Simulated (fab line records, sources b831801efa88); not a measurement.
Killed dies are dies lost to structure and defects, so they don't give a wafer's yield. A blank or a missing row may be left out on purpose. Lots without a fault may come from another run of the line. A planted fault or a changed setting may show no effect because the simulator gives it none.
Which tool did it? | flow sky130 | 13 lots, 39 wafers sampled, at 2 steps of a route of 708

WHAT THE GAUGES READ, wafer by wafer
The record holds no reading of a measuring or inspecting step that can be judged against a usual standard deviation.

WHICH TOOL RAN EACH LOT (tool, then ch and the chambers of the sampled wafers, then the start)
lot  | SKY_PASSIVATION_ETCH_11            | SKY_PASSIVATION_STRIP_12
L123 | rie_diel-02 ch 1,2,3, day 45 08:55 | plasma_asher-03 ch 0,1, day 45 09:01
L124 | rie_diel-02 ch 1,2, day 45 17:23   | plasma_asher-04 ch 0,1, day 45 17:31
L125 | rie_diel-02 ch 0,2,3, day 45 18:43 | plasma_asher-01 ch 0,1, day 45 18:49
L129 | rie_diel-01 ch 1,2,3, day 46 17:54 | plasma_asher-03 ch 0,1, day 46 18:01
L128 | rie_diel-04 ch 1,2,3, day 46 23:54 | plasma_asher-01 ch 0,1, day 47 00:01
L130 | rie_diel-04 ch 2,3, day 47 01:22   | plasma_asher-01 ch 0,1, day 47 01:28
L131 | rie_diel-01 ch 1,2,3, day 47 01:43 | plasma_asher-04 ch 1, day 47 01:49
L132 | rie_diel-02 ch 0,2,3, day 47 04:10 | plasma_asher-03 ch 0,1, day 47 04:18
L133 | rie_diel-04 ch 0,1, day 48 05:19   | plasma_asher-03 ch 0,1, day 48 05:25
L134 | rie_diel-01 ch 0,2,3, day 48 05:42 | plasma_asher-03 ch 0, day 48 05:49
L140 | rie_diel-02 ch 1,2,3, day 49 03:04 | plasma_asher-04 ch 0,1, day 49 03:10
L144 | rie_diel-04 ch 1,2, day 49 19:44   | plasma_asher-04 ch 0, day 49 19:50
L145 | rie_diel-04 ch 0,2,3, day 49 22:07 | plasma_asher-01 ch 0,1, day 49 22:13
- SKY_PASSIVATION_ETCH_11: etches the open film in CF4/O2, stops on AlCu, target depth 725 nm, time 161.1 s.
- SKY_PASSIVATION_STRIP_12: strips in O2/N2.

WHAT THE TOOLS THEMSELVES READ (means of the sampled wafers that have a number; where no wafer has one, the mark that the record gives instead)
SKY_PASSIVATION_ETCH_11.
lot  | tool        | drypump_motor_current_A (A) | oes_product_au (a.u.) | run_length_s (s) | throttle_valve_pct (%)
L123 | rie_diel-02 | 5.5                         | 0.967                 | 189.7            | 5.968
L124 | rie_diel-02 | 5.1                         | 0.974                 | 189.6            | 5.970
L125 | rie_diel-02 | 5.9                         | 0.971                 | 189.9            | 5.963
L129 | rie_diel-01 | 6.3                         | 0.976                 | 189.1            | 5.976
L128 | rie_diel-04 | 5.8                         | 0.977                 | 189.3            | 5.969
L130 | rie_diel-04 | 5.8                         | 0.978                 | 189.3            | 5.957
L131 | rie_diel-01 | 6.3                         | 0.974                 | 189.2            | 5.971
L132 | rie_diel-02 | 5.9                         | 0.980                 | 190.2            | 5.962
L133 | rie_diel-04 | 6.4                         | 0.973                 | 189.1            | 5.963
L134 | rie_diel-01 | 6.1                         | 0.978                 | 189.1            | 5.965
L140 | rie_diel-02 | 5.5                         | 0.966                 | 191.7            | 5.959
L144 | rie_diel-04 | 5.9                         | 0.976                 | 189.6            | 5.967
L145 | rie_diel-04 | 6.0                         | 0.974                 | 189.0            | 5.960

SKY_PASSIVATION_STRIP_12.
lot  | tool            | drypump_motor_current_A (A) | n2_flow_sccm (sccm) | oes_product_au (a.u.) | strip_time_to_endpoint_s (s)
L123 | plasma_asher-03 | 5.76                        | 300.3               | 0.659                 | 31.64
L124 | plasma_asher-04 | 5.93                        | 300.0               | 0.665                 | 31.35
L125 | plasma_asher-01 | 5.43                        | 299.9               | 0.661                 | 31.51
L129 | plasma_asher-03 | 5.81                        | 299.7               | 0.660                 | 31.52
L128 | plasma_asher-01 | 5.43                        | 300.1               | 0.664                 | 31.54
L130 | plasma_asher-01 | 5.44                        | 299.5               | 0.662                 | 31.44
L131 | plasma_asher-04 | 6.34                        | 298.4               | 0.657                 | 31.55
L132 | plasma_asher-03 | 5.78                        | 298.3               | 0.657                 | 31.58
L133 | plasma_asher-03 | 5.77                        | 299.7               | 0.662                 | 31.54
L134 | plasma_asher-03 | 5.72                        | 300.8               | 0.660                 | 31.52
L140 | plasma_asher-04 | 5.95                        | 301.2               | 0.657                 | 31.38
L144 | plasma_asher-04 | 5.76                        | 299.8               | 0.661                 | 31.56
L145 | plasma_asher-01 | 5.45                        | 300.5               | 0.663                 | 31.48

THE ANSWER, worked out from the rows above alone
Rule: what is usual is taken from the lots themselves. Put in order of their means at a reading, lots are off if they are a third of the lots or fewer, leave a main group of 4 or more, and stand apart from it by a gap of 3 or more times the standard deviation of the main group's means; of several such gaps the widest counts. A main group whose means are all the same, to the digits that the tables above print for the reading, isn't used. A lot without any number at a reading at which 4 lots or more have one is off too. The other lots that the step has rows for count as sound. The gauges are gone through in route order, then the tools' own readings, and for those a lot's mean is taken as printed above. The first step at which some lot is off is used, and at that step the reading that is off furthest; a lot without a number counts as furthest.
Off: L140, at SKY_PASSIVATION_ETCH_11 (run_length_s). The main group: mean 189.4 s, standard deviation 0.36.
A tool fits if, at that step or a process step before it, it ran every lot that is off, and no sound lot after the first of them. One fits: rie_diel-02 at SKY_PASSIVATION_ETCH_11. Its last sound lot is L132 (day 47 04:10), its first lot that is off L140 (day 49 03:04): a fault that began between those two fits.
The tool's own readings at SKY_PASSIVATION_ETCH_11 bear it out: on the lots that are off they differ by more than 5 times the standard deviation of the sound lots' means. run_length_s reads 191.7 s there against 189.4 s on the sound lots.

WHAT THE SIMULATOR HAD PUT IN
Process parameter drift: rie_diel-02, from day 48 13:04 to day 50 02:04, at SKY_PASSIVATION_ETCH_11. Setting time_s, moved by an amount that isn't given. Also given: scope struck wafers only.
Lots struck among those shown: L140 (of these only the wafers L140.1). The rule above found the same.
